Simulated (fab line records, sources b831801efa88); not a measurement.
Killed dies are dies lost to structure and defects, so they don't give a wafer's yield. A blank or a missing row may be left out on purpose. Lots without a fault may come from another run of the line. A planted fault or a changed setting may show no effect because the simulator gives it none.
Which tool did it? | flow sky130 | 6 lots, 18 wafers sampled, at 2 steps of a route of 708

WHAT THE GAUGES READ, wafer by wafer
SKY_LDD_P_TW_MEAS_11.
lot  | measured     | on            | LDD_P_TW
L668 | day 21 09:54 | film_metro-01 | 640 639 637
L672 | day 22 16:18 | film_metro-02 | 642 643 637
L674 | day 23 09:27 | film_metro-01 | 637 640 645
L677 | day 24 08:37 | film_metro-01 | 640 644 643
L679 | day 25 02:58 | film_metro-03 | 630 630 634
L686 | day 27 10:13 | film_metro-03 | 573 573 572

WHICH TOOL RAN EACH LOT (tool, then ch and the chambers of the sampled wafers, then the start)
lot  | SKY_LDD_P_IMPLANT_09
L668 | implanter-02 ch 0, day 21 09:40
L672 | implanter-02 ch 0, day 22 16:03
L674 | implanter-03 ch 0, day 23 09:12
L677 | implanter-03 ch 0, day 24 08:22
L679 | implanter-02 ch 0, day 25 02:43
L686 | implanter-02 ch 0, day 27 09:59
- SKY_LDD_P_IMPLANT_09

THE ANSWER, worked out from the rows above alone
Rule: what is usual is taken from the lots themselves. Put in order of their means at a reading, lots are off if they are a third of the lots or fewer, leave a main group of 4 or more, and stand apart from it by a gap of 3 or more times the standard deviation of the main group's means; of several such gaps the widest counts. A main group whose means are all the same, to the digits that the tables above print for the reading, isn't used. A lot without any number at a reading at which 4 lots or more have one is off too. The other lots that the step has rows for count as sound.
Off: L686, at SKY_LDD_P_TW_MEAS_11 (LDD_P_TW). The main group: mean 639, standard deviation 3.9.
A tool fits if, at a process step before that reading, it ran every lot that is off, and no sound lot after the first of them. The gauges at SKY_LDD_P_TW_MEAS_11 are tried like those tools. Can't be told from this: 2 tools fit, implanter-02 at SKY_LDD_P_IMPLANT_09, film_metro-03 at SKY_LDD_P_TW_MEAS_11.

WHAT THE SIMULATOR HAD PUT IN
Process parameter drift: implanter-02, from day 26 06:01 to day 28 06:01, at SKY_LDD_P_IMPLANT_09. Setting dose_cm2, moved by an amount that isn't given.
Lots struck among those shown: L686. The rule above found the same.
